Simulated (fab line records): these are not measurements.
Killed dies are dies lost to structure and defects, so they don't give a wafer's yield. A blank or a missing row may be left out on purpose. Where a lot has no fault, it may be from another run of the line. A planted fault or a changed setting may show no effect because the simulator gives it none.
Which tool did it? ; flow gf180mcu ; 14 lots, 42 wafers sampled, at 5 steps of a route of 602

## WHAT THE GAUGES SHOWED, per wafer
GF_LVPWELL_OVL_MEAS_07.
lot;measured;on;LVPWELL_OVL (nm)
L282;day 3 20:41;overlay-01;2.0 -0.1 1.1
L284;day 4 07:17;overlay-02;1.1 0.3 1.3
L285;day 4 14:35;overlay-02;-1.3 -1.6 0.1
L286;day 4 18:50;overlay-02;2.2 -0.5 1.2
L287;day 5 00:07;overlay-02;0.1 -0.1 1.0
L288;day 5 06:13;overlay-02;-0.5 -0.5 -1.1
L289;day 5 11:08;overlay-02;1.1 1.7 -2.9
L291;day 5 22:33;overlay-02;0.0 0.8 1.1
L294;day 6 16:37;overlay-01;-1.3 -1.3 -1.8
L297;day 7 08:59;overlay-01;0.2 -1.0 1.2
L300;day 8 01:44;overlay-01;0.9 -0.2 0.0
L301;day 8 06:49;overlay-02;0.4 -1.7 0.0
L303;day 8 19:11;overlay-01;1.5 1.0 -1.8
L304;day 9 01:59;overlay-02;0.3 -0.7 -0.8

GF_MVPSD_OVL_MEAS_07.
lot;measured;on;MVPSD_OVL (nm)
L282;day 5 01:07;overlay-01;1.0 3.9 0.8
L284;day 5 12:05;overlay-02;0.0 1.3 -1.5
L285;day 5 19:28;overlay-01;0.1 1.2 2.1
L286;day 5 23:05;overlay-02;-1.0 -3.0 -2.1
L287;day 6 03:52;overlay-02;-1.2 -1.6 -0.9
L288;day 6 11:02;overlay-01;0.8 -1.1 1.3
L289;day 6 16:16;overlay-02;0.2 1.2 0.9
L291;day 7 04:50;overlay-01;5.1 4.1 3.3
L294;day 8 00:20;overlay-02;1.7 1.2 0.8
L297;day 8 18:02;overlay-01;1.5 -0.4 0.5
L300;day 9 11:43;overlay-01;0.6 -0.5 -0.4
L301;day 9 17:01;overlay-02;1.6 0.1 -0.5
L303;day 10 06:36;overlay-02;0.5 -0.2 2.4
L304;day 10 13:32;overlay-02;1.5 0.8 0.3

GF_VT_IMPLANT_OVL_MEAS_07.
lot;measured;on;VT_IMPLANT_OVL (nm)
L282;day 5 15:32;overlay-01;-1.7 -2.3 0.2
L284;day 6 01:53;overlay-02;-1.0 0.2 -1.4
L285;day 6 12:47;overlay-01;-1.2 -0.7 1.1
L286;day 6 14:22;overlay-02;-0.3 1.4 1.5
L287;day 6 19:33;overlay-01;1.0 3.3 2.9
L288;day 7 02:56;overlay-02;-1.3 -1.9 0.1
L289;day 7 08:20;overlay-01;-1.0 -0.1 0.4
L291;day 7 21:05;overlay-02;-0.3 2.1 0.6
L294;day 8 16:53;overlay-02;156.6 156.7 157.5
L297;day 9 11:38;overlay-01;159.6 158.9 160.6
L300;day 10 05:38;overlay-02;0.5 1.4 0.5
L301;day 10 10:29;overlay-02;-1.9 -0.9 -0.3
L303;day 11 00:35;overlay-02;0.8 -0.2 -1.4
L304;day 11 08:05;overlay-01;-2.0 -2.1 -1.7

## WHAT TOOL EACH LOT RAN ON (gives the tool, then ch and the chambers of the sampled wafers, and finally the start)
lot;GF_MVSD_STRIP_10;GF_VT_IMPLANT_EXPOSE_04
L282;plasma_asher-01 ch 0,1, day 4 10:33;iline_stepper-01 ch 0, day 5 08:37
L284;plasma_asher-01 ch 0,1, day 4 21:44;iline_stepper-01 ch 0, day 5 19:50
L285;plasma_asher-04 ch 0,1, day 5 05:22;iline_stepper-01 ch 0, day 6 04:41
L286;plasma_asher-04 ch 0,1, day 5 09:08;iline_stepper-02 ch 0, day 6 06:22
L287;plasma_asher-03 ch 0,1, day 5 15:01;iline_stepper-02 ch 0, day 6 12:32
L288;plasma_asher-03 ch 0,1, day 5 21:13;iline_stepper-01 ch 0, day 6 19:13
L289;plasma_asher-03 ch 0,1, day 6 01:23;iline_stepper-01 ch 0, day 7 00:23
L291;plasma_asher-04 ch 0,1, day 6 13:43;iline_stepper-02 ch 0, day 7 13:03
L294;plasma_asher-04 ch 0,1, day 7 08:54;iline_stepper-02 ch 0, day 8 08:40
L297;plasma_asher-04 ch 0,1, day 8 01:43;iline_stepper-02 ch 0, day 9 03:01
L300;plasma_asher-03 ch 0,1, day 8 18:29;iline_stepper-01 ch 0, day 9 20:27
L301;plasma_asher-01 ch 0,1, day 8 23:40;iline_stepper-01 ch 0, day 10 01:27
L303;plasma_asher-04 ch 0,1, day 9 12:29;iline_stepper-01 ch 0, day 10 15:34
L304;plasma_asher-04 ch 0,1, day 9 19:34;iline_stepper-01 ch 0, day 10 23:16
- GF_MVSD_STRIP_10: strips in O2/N2.
- GF_VT_IMPLANT_EXPOSE_04: exposes mask LVPWELL LV AREA, target cd 600 nm.

## AS READ BY THE TOOLS THEMSELVES (means over the sampled wafers that have a number; for cases with no such wafer, the mark the record gives instead)
GF_MVSD_STRIP_10.
lot;tool;drypump_motor_current_A (A);heater_power_w (W);oes_product_au (a.u.);strip_time_to_endpoint_s (s)
L282;plasma_asher-01;5.1;357;0.724;36.92
L284;plasma_asher-01;5.2;357;0.719;36.97
L285;plasma_asher-04;5.0;308;0.722;36.84
L286;plasma_asher-04;5.3;316;0.720;36.97
L287;plasma_asher-03;5.9;332;0.721;36.83
L288;plasma_asher-03;5.7;336;0.720;37.15
L289;plasma_asher-03;5.9;332;0.720;36.90
L291;plasma_asher-04;5.0;313;0.723;36.92
L294;plasma_asher-04;5.0;313;0.720;36.86
L297;plasma_asher-04;5.3;313;0.722;36.84
L300;plasma_asher-03;5.7;336;0.720;36.99
L301;plasma_asher-01;5.1;354;0.723;36.87
L303;plasma_asher-04;5.3;314;0.725;36.85
L304;plasma_asher-04;5.0;318;0.726;36.89

## THE ANSWER, worked out from the rows above alone
Rule: what is usual is taken from the lots themselves. The widest of any qualifying gaps counts: lots, ordered by their means at a reading, are off when they make up no more than a third of the lots, leave a main group of 4 or more, and stand apart from it by 3 or more times the standard deviation of that group's means. A main group is skipped when, at the precision printed for the reading in the tables above, its means are all equal. A lot without any number at a reading at which 4 lots or more have one is off too. Where the step has rows for the other lots, those lots are counted as sound. Order of review: gauges by route order, followed by the tools' own readings, for which a lot's mean as printed above is used. At the first step where some lot is off, the reading lying furthest off is the one used; lots without a number count as furthest.
Off: L294, L297, at GF_VT_IMPLANT_OVL_MEAS_07 (VT_IMPLANT_OVL). Main group: mean -0.2 nm, sd 1.1.
A tool fits if, at a process step before that reading, it ran every lot that is off, and no sound lot after the first of them. The gauges at GF_VT_IMPLANT_OVL_MEAS_07 are tried like those tools. One fits: GF_VT_IMPLANT_EXPOSE_04 on iline_stepper-02. Its last sound lot is L291 (day 7 13:03), its first lot that is off L294 (day 8 08:40): a fault that began between those two fits.

## WHAT THE SIMULATOR HAD INSERTED
Scanner matching overlay: iline_stepper-02, from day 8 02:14 on, at GF_VT_IMPLANT_EXPOSE_04. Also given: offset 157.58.
Struck lots among those shown: L294, L297. Same finding as the rule above.
